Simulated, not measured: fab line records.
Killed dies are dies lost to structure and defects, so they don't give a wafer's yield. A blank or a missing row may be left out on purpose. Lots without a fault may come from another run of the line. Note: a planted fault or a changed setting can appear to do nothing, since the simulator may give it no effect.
Chamber matching + flow gf180mcu + GF_SAB_CVD_00 on pecvd-01: 3 sister chambers
The step deposits SiO2 from TEOS, target thk 50 nm, time 4.9302 s. 14 wafers are shown with their chamber, then 7 later ones without.

== WAFERS PAIRED WITH THEIR CHAMBERS ==
| wafer  | chamber | heater_power_w (W) |
|--------|---------|--------------------|
| L482.1 | 0       | 542                |
| L482.4 | 2       | 727                |
| L482.6 | 2       | 721                |
| L483.2 | 1       | 441                |
| L483.3 | 2       | 582                |
| L483.4 | 0       | 521                |
| L484.3 | 1       | 561                |
| L484.4 | 2       | 684                |
| L484.5 | 0       | 593                |
| L486.4 | 1       | 510                |
| L486.5 | 0       | 605                |
| L486.6 | 2       | 715                |
| L487.1 | 0       | 602                |
| L487.4 | 0       | 602                |

SIGNATURES (averages over the wafers above)
| reading        | chamber 0 | chamber 1 | chamber 2 | scatter within a chamber |
|----------------|-----------|-----------|-----------|--------------------------|
| heater_power_w | 577.50    | 504.00    | 685.80    | 50.9                     |
Rule: a wafer lies at a distance from a chamber equal to the root of the sum of squares, over the readings, of (its reading less the chamber's mean, divided by the reading's scatter). The wafer belongs to the nearest chamber; if the next one is less than 2 further off, it can't be placed. The scatter: take each reading less its chamber's mean, square it, sum over the shown wafers, divide by the number of wafers less the number of chambers, and take the root.

== WAFERS WITH NO CHAMBER GIVEN ==
| wafer  | heater_power_w (W) |
|--------|--------------------|
| L487.6 | 715                |
| L488.4 | 685                |
| L488.5 | 610                |
| L488.6 | 561                |
| L491.1 | 530                |
| L491.4 | 523                |
| L491.5 | 520                |

== THE CHAMBER EACH PASSED THROUGH ==
| wafer  | from the rows above          | in truth |
|--------|------------------------------|----------|
| L487.6 | 2                            | 2        |
| L488.4 | 2                            | 2        |
| L488.5 | can't be placed: 0 or 2 or 1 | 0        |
| L488.6 | can't be placed: 0 or 1      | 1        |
| L491.1 | can't be placed: 1 or 0      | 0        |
| L491.4 | can't be placed: 1 or 0      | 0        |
| L491.5 | can't be placed: 1 or 0      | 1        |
Placed correctly: 2 of 7. These rows do not allow placing 5 (true chamber among the candidates in 5). 0 placed wrongly.
